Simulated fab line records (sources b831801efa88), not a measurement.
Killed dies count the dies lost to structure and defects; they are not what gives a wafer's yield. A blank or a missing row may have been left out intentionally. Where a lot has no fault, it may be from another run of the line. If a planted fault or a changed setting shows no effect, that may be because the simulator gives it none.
2 desks looking at one fault + flow gf180mcu + every desk sees just its own numbers, and what lay behind them comes last

THE TOOL OWNER'S DESK: iline-stepper-01
The tool's own readings at GF_DNWELL_EXPOSE_04 (exposes mask DNWELL, target cd 1700 nm): means of the sampled wafers that have a number, for each lot that ran on this tool. A lot is out of limits, marked OUT, if its mean lies more than 4 standard deviations from the usual mean; the brackets give that distance.
Columns: A = exposure-dose-mJ-cm2 at GF_DNWELL_EXPOSE_04, usual 259.98; B = focus-offset-nm at GF_DNWELL_EXPOSE_04, usual 0.0 nm; C = reticle-temp-C at GF_DNWELL_EXPOSE_04, usual 23.02 C
| lot  | first seen here | A      | B    | C     |
|------|-----------------|--------|------|-------|
| L399 | day 3 10:25     | 259.82 | -0.7 | 22.98 |
| L402 | day 4 02:09     | 260.04 | -0.1 | 23.02 |
| L408 | day 5 10:11     | 259.94 | -0.0 | 23.02 |
| L412 | day 6 05:28     | 260.12 | 0.3  | 22.89 |
| L413 | day 6 11:25     | 260.29 | 0.2  | 23.05 |
| L417 | day 7 08:07     | 259.89 | -0.1 | 22.90 |
| L418 | day 7 14:50     | 259.84 | -0.5 | 23.04 |
Finding of this desk: none of the 7 lots has anything out of limits.

FROM THE METROLOGY DESK
Lot by lot, what the gauges showed, no matter which tool ran the lot: averages of those sampled wafers that carry a number. A lot is out of limits, marked OUT, if its mean lies more than 4 standard deviations from the usual mean; the brackets give that distance.
Columns: A = STI_CVD_23_THK at GF_STI_THK_MEAS_24, usual 651 nm; B = STI_OXIDATION_02_THK at GF_STI_THK_MEAS_30, usual 9.97 nm; C = DNWELL_TW at GF_DNWELL_TW_MEAS_09, usual 1353; D = MVPSD_OVL at GF_MVPSD_OVL_MEAS_07, usual 0.5 nm
| lot  | first seen here | A   | B     | C            | D    |
|------|-----------------|-----|-------|--------------|------|
| L395 | day 2 04:27     | 657 | 9.93  | 1348         | 1.4  |
| L399 | day 3 01:19     | 649 | 9.80  | 1342         | 0.3  |
| L401 | day 3 09:55     | 649 | 9.94  | 1337         | 0.2  |
| L402 | day 3 16:37     | 644 | 9.74  | 1349         | 0.6  |
| L404 | day 4 01:44     | 655 | 9.88  | 1335         | 1.9  |
| L406 | day 4 12:11     | 654 | 9.92  | 31 (-94) OUT | 2.1  |
| L407 | day 4 17:35     | 652 | 10.01 | 31 (-94) OUT | -0.5 |
| L408 | day 5 00:49     | 659 | 9.81  | 1363         | 1.0  |
| L411 | day 5 13:57     | 642 | 10.14 | 1348         | 0.5  |
| L412 | day 5 18:38     | 646 | 10.27 | 1339         | 0.8  |
| L413 | day 6 01:27     | 650 | 10.13 | 1364         | -1.4 |
| L414 | day 6 06:16     | 642 | 9.77  | 1373         | 1.1  |
| L417 | day 6 21:31     | 643 | 10.09 | 1348         | -0.7 |
| L418 | day 7 03:58     | 649 | 10.27 | 1334         | -1.0 |
Finding of this desk: L406, L407 out of limits, first seen on L406 at day 5 06:23 (DNWELL_TW at GF_DNWELL_TW_MEAS_09). Within limits: L395, L399, L401, L402, L404, L408, L411, L412, L413, L414, L417, L418.

ALL TOGETHER
On L406, L407, the metrology desk was in a position to raise an alarm at day 5 06:23.
The desk of the tool owner found nothing out of limits.
The tool owner's desk has no number on record for L406, L407.
On iline-stepper-01, each named lot ran GF_DNWELL_EXPOSE_04.

WHAT THE SIMULATOR HAD PUT IN
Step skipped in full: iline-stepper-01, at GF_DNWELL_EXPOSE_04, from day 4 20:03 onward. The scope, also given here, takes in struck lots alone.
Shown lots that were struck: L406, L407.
Hours from the fault's start to each desk's first reading out of limits: the metrology desk, 10.
